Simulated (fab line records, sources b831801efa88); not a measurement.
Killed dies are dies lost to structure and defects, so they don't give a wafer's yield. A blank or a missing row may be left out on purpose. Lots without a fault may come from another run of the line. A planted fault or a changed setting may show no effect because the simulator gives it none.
Chamber matching | flow gf180mcu | GF_V3_CMP_26 on cmp-01: 4 sister chambers
The step polishes, stops on SiO2, t overpolish 15 s, target thk 0 nm. 8 wafers are shown with their chamber, then 7 later ones without.

WAFERS WITH THEIR CHAMBER
wafer  | chamber | motor_current_A (A) | time_to_endpoint_s (s)
L895.1 | 2       | 12.2                | 83
L898.1 | 3       | 10.5                | 90
L898.6 | 0       | 11.3                | 91
L913.1 | 1       | 10.1                | 82
L913.2 | 2       | 12.4                | 84
L913.3 | 3       | 11.7                | 85
L915.4 | 1       | 10.5                | 84
L915.5 | 0       | 11.4                | 86

WAFERS WITHOUT THEIR CHAMBER
wafer  | motor_current_A (A) | time_to_endpoint_s (s)
L915.6 | 11.0                | 87
L916.1 | 9.9                 | 79
L916.5 | 9.8                 | 81
L916.6 | 10.8                | 84
L917.1 | 11.5                | 86
L917.3 | 11.3                | 87
L917.4 | 9.6                 | 82

WHICH CHAMBER EACH WENT THROUGH
wafer  | from the rows above               | in truth
L915.6 | can't be placed: 3 or 0 or 1      | 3
L916.1 | 1                                 | 1
L916.5 | 1                                 | 1
L916.6 | can't be placed: 1 or 3 or 0      | 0
L917.1 | can't be placed: 0 or 3 or 2 or 1 | 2
L917.3 | can't be placed: 3 or 0           | 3
L917.4 | 1                                 | 1
Placed correctly: 3 of 7. Can't be placed from these rows: 4 (the true chamber is among the candidates in 4). Placed wrongly: 0.
How it was worked out, from the rows above alone: a wafer's distance from a chamber is the root of the sum, over the readings, of the square of ((its reading less the chamber's mean) divided by the reading's scatter). The wafer belongs to the nearest chamber; if the next one is less than 2 further off, it can't be placed. A chamber's mean is the mean of its shown wafers. The scatter: the root of (the sum of the squares of (reading less its chamber's mean) over the shown wafers, divided by (wafers less chambers)).
